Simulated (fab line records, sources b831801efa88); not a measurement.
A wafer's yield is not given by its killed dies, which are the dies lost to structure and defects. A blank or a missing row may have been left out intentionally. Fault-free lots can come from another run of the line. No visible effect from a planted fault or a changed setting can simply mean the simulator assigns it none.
Which tool is to blame? || flow gf180mcu || route of 602 steps, sampled at 1 step: 13 lots, 39 wafers

WHAT THE GAUGES READ, wafer by wafer
GF_M2_THK_MEAS_06: measures by xrf.
{"lot": "L459", "measured": "day 18 19:48", "on": "film-metro-02", "M2_ALCU_THK (nm)": "455 452 451"}
{"lot": "L461", "measured": "day 19 04:03", "on": "film-metro-02", "M2_ALCU_THK (nm)": "451 461 445"}
{"lot": "L462", "measured": "day 19 11:01", "on": "film-metro-02", "M2_ALCU_THK (nm)": "455 453 459"}
{"lot": "L467", "measured": "day 21 06:54", "on": "film-metro-03", "M2_ALCU_THK (nm)": "455 459 461"}
{"lot": "L469", "measured": "day 22 13:16", "on": "film-metro-03", "M2_ALCU_THK (nm)": "443 440 447"}
{"lot": "L472", "measured": "day 23 05:35", "on": "film-metro-03", "M2_ALCU_THK (nm)": "471 467 462"}
{"lot": "L473", "measured": "day 23 11:44", "on": "film-metro-02", "M2_ALCU_THK (nm)": "447 455 455"}
{"lot": "L476", "measured": "day 24 22:55", "on": "film-metro-03", "M2_ALCU_THK (nm)": "460 453 450"}
{"lot": "L477", "measured": "day 24 23:55", "on": "film-metro-03", "M2_ALCU_THK (nm)": "463 454 456"}
{"lot": "L478", "measured": "day 25 06:48", "on": "film-metro-02", "M2_ALCU_THK (nm)": "455 463 461"}
{"lot": "L480", "measured": "day 25 20:07", "on": "film-metro-02", "M2_ALCU_THK (nm)": "449 449 455"}
{"lot": "L481", "measured": "day 25 23:13", "on": "film-metro-04", "M2_ALCU_THK (nm)": "460 466 458"}
{"lot": "L482", "measured": "day 26 07:50", "on": "film-metro-04", "M2_ALCU_THK (nm)": "461 458 454"}

TOOL THAT RAN EACH LOT (tool first, then ch and the chambers of the sampled wafers, then the start)
The record holds no process step before these readings.

AS READ BY THE TOOLS THEMSELVES (means over the sampled wafers that have a number; for cases with no such wafer, the mark the record gives instead)
The record holds no such reading with a usual standard deviation.

THE ANSWER, worked out from the rows above alone
Rule: usual is defined by the lots themselves. The widest of any qualifying gaps counts: lots, ordered by their means at a reading, are off when they make up no more than a third of the lots, leave a main group of 4 or more, and stand apart from it by 3 or more times the standard deviation of that group's means. Not used: any main group whose means are identical at the precision the tables above print for the reading. A lot without any number at a reading at which 4 lots or more have one is off too. All remaining lots with rows at the step are treated as sound. The gauges are gone through in route order, then the tools' own readings, and for those a lot's mean is taken as printed above. The first step at which some lot is off is used, and at that step the reading that is off furthest; a lot without a number counts as furthest.
None of the lots is off at any reading shown; this tells nothing.

WHAT WAS PUT IN BY THE SIMULATOR
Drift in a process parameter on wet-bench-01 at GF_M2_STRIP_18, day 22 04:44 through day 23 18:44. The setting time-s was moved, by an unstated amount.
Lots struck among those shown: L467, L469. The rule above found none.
